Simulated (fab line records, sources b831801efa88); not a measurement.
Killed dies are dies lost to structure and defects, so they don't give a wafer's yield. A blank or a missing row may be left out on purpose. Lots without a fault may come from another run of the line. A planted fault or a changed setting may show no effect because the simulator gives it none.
A struck lot beside a sound one | flow sky130 | 32 steps out of a route of 708
Sound: wafers L765.1, L765.5, L765.6. Struck: wafers L771.2, L771.5. (L771.1 of the same lot was not struck and is left out.) The cause comes at the end.
At each step with rows: each side's tool, then ch and its chambers, then its first start. Under that, the readings that differ: sound wafers | struck wafers | difference of the means | sigmas: that difference in standard deviations of wafers without a fault.
alike: readings whose means differ by less than 2 such deviations, and words and numbers that are the same on both sides. not compared: withheld readings, readings that some wafer has no value for, bounds like >300 that may hide the same value, and numbers for which the record gives no deviation and whose values overlap.
The two part at a step that has a row with sigmas, a row that says differs or no value, or rows on one side only. Numbers that don't overlap but have no deviation are shown without sigmas and don't part them. A reading that every wafer of one side lacks parts them only if that side has two wafers or more.

first, 5 steps without rows for these wafers: SKY_CONTACT_ETCH_18 (etches Si3N4 in CHF3/O2, stops on TiN, time 39 s, target depth 75 nm); SKY_CONTACT_STRIP_19 (strips in O2/N2); SKY_CONTACT_STRIP_20 (strips in post etch residue remover, time 1200 s); SKY_CONTACT_CLEAN_21 (cleans in IPA, time 180 s); SKY_CONTACT_CLEAN_22 (cleans in O3/DIW).
SKY_CONTACT_SPUTTER_23: material TiN, target thk 20 nm, time 80 s.
  sound on pvd_sputter-03, day 33 02:02; struck on pvd_sputter-02, day 34 21:22
  alike: throttle_valve_pct
SKY_CONTACT_CVD_24: deposits W, target thk 340 nm, time 102.12 s.
  sound on cvd_w-02 ch 0, day 33 02:05; struck on cvd_w-02 ch 1, day 34 21:26
  alike: heater_power_w
SKY_CONTACT_RS_MEAS_25: measures by four-point-probe.
  sound on film_metro-04, day 33 02:19; struck on film_metro-02, day 34 21:32
  alike: CONTACT_W_RS
SKY_CONTACT_THK_MEAS_26: measures by xrf.
  sound on film_metro-04, day 33 02:26; struck on film_metro-02, day 34 21:40
  alike: CONTACT_W_THK
then, 3 steps without rows for these wafers: SKY_CONTACT_CMP_27 (polishes, stops on SiO2, t overpolish 15 s, target thk 0 nm); SKY_METAL1_SPUTTER_00 (material Ti, target thk 15 nm, time 10 s); SKY_METAL1_SPUTTER_01 (material TiN, target thk 20 nm, time 16.7 s).
SKY_METAL1_SPUTTER_02: material AlCu, target thk 250 nm, time 13.3 s.
  sound on pvd_sputter-01, day 33 02:50; struck on pvd_sputter-01, day 34 22:04
  reading                                     | sound           | struck      | difference | sigmas
  model.AlCu_of_METAL1_SPUTTER_02.thk_nm (nm) | 245.8 251 247.9 | 191.7 193.1 | -55.8      |
  alike: throttle_valve_pct
SKY_METAL1_SPUTTER_03: material Ti, target thk 5 nm, time 3.3 s.
  sound on pvd_sputter-01, day 33 02:52; struck on pvd_sputter-01, day 34 22:05
  alike: throttle_valve_pct
SKY_METAL1_SPUTTER_04: material TiN, target thk 70 nm, time 58.3 s.
  sound on pvd_sputter-01, day 33 02:53; struck on pvd_sputter-01, day 34 22:07
  alike: throttle_valve_pct
SKY_METAL1_RS_MEAS_05: measures by four-point-probe.
  sound on film_metro-04, day 33 02:56; struck on film_metro-04, day 34 22:10
  reading                 | sound                | struck        | difference | sigmas
  METAL1_ALCU_RS (ohm/sq) | 0.1288 0.1260 0.1278 | 0.1668 0.1659 | +0.0388    | +26
SKY_METAL1_THK_MEAS_06: measures by xrf.
  sound on film_metro-04, day 33 03:03; struck on film_metro-04, day 34 22:17
  reading              | sound       | struck  | difference | sigmas
  METAL1_ALCU_THK (nm) | 241 247 243 | 190 190 | -54        | -16
then, 8 steps without rows for these wafers: SKY_METAL1_DEHYDRATE_07 (time 60 s); SKY_METAL1_HMDS_08 (prime time 60 s); SKY_METAL1_COAT_09 (resist thk 60 nm); SKY_METAL1_COAT_10 (resist thk 450 nm); SKY_METAL1_SOFTBAKE_11 (time 90 s); SKY_METAL1_EXPOSE_12 (exposes mask MM1, target cd 140 nm); SKY_METAL1_PEB_13; SKY_METAL1_DEVELOP_14 (develop time 60 s).
SKY_METAL1_CD_MEAS_15: target cd 140 nm.
  sound on cd_sem-02, day 34 06:10; struck on cd_sem-01, day 36 01:08
  alike: cd_nm
SKY_METAL1_OVL_MEAS_16:
  sound on overlay-01, day 34 06:17; struck on overlay-01, day 36 01:15
  alike: METAL1_OVL
then, 2 steps without rows for these wafers: SKY_METAL1_DESCUM_17 (chemistry O2, time 8 s); SKY_METAL1_ETCH_18 (etches BARC in N2/H2, stops on SiO2, time 45.9 s, target depth 60 nm).
SKY_METAL1_METAL_ETCH_19: etches the open film in Cl2/BCl3, stops on SiO2, target depth 360 nm, time 78 s.
  sound on rie_metal-01 ch 0,1, day 34 06:25; struck on rie_metal-01 ch 0, day 36 01:23
  reading               | sound             | struck      | difference | sigmas
  oes_product_au (a.u.) | 0.840 0.858 0.853 | 0.812 0.802 | -0.043     | -7
  alike: drypump_motor_current_A, throttle_valve_pct
  not compared: rf_hours_counter_h
SKY_METAL1_STRIP_20: strips in O2/N2.
  sound on plasma_asher-01 ch 0,1, day 34 06:31; struck on plasma_asher-03 ch 0, day 36 01:28
  alike: drypump_motor_current_A, oes_product_au, strip_time_to_endpoint_s
  not compared: rf_hours_counter_h
-- the record jumps here: 12 days lie between the struck wafers' starts before and after (it left off in module METAL1 and takes up again in module PAD_OPEN, whose first step shown is number 708 of the route) --
SKY_PAD_OPEN_PROBE_99:
  sound on prober-01, day 46 22:02; struck on prober-01, day 48 06:55
  reading                      | sound                | struck        | difference | sigmas
  model.etest.met1.line_ohm_um | 0.907 0.9095 0.9068  | 1.194 1.198   | +0.288     |
  model.etest.met1.rs_ohm_sq   | 0.1304 0.1277 0.1291 | 0.1687 0.1663 | +0.0384    |
  alike: defect_limited_yield, killed_at_M0_to_M3, killed_at_M4_up, killed_at_contacts, killed_at_front_end, killed_at_other, killed_dies, killed_open, killed_short, sort_bin_3_pad_short, sort_bin_5_function, sort_bin_6_memory, sort_n_pass, sort_yield_pct

WHERE THEY PART
First at SKY_METAL1_RS_MEAS_05; last, within this record, at SKY_METAL1_METAL_ETCH_19. Later steps at which nothing parts them and some readings are alike: SKY_METAL1_STRIP_20, SKY_PAD_OPEN_PROBE_99.

WHY: what the simulator had put in
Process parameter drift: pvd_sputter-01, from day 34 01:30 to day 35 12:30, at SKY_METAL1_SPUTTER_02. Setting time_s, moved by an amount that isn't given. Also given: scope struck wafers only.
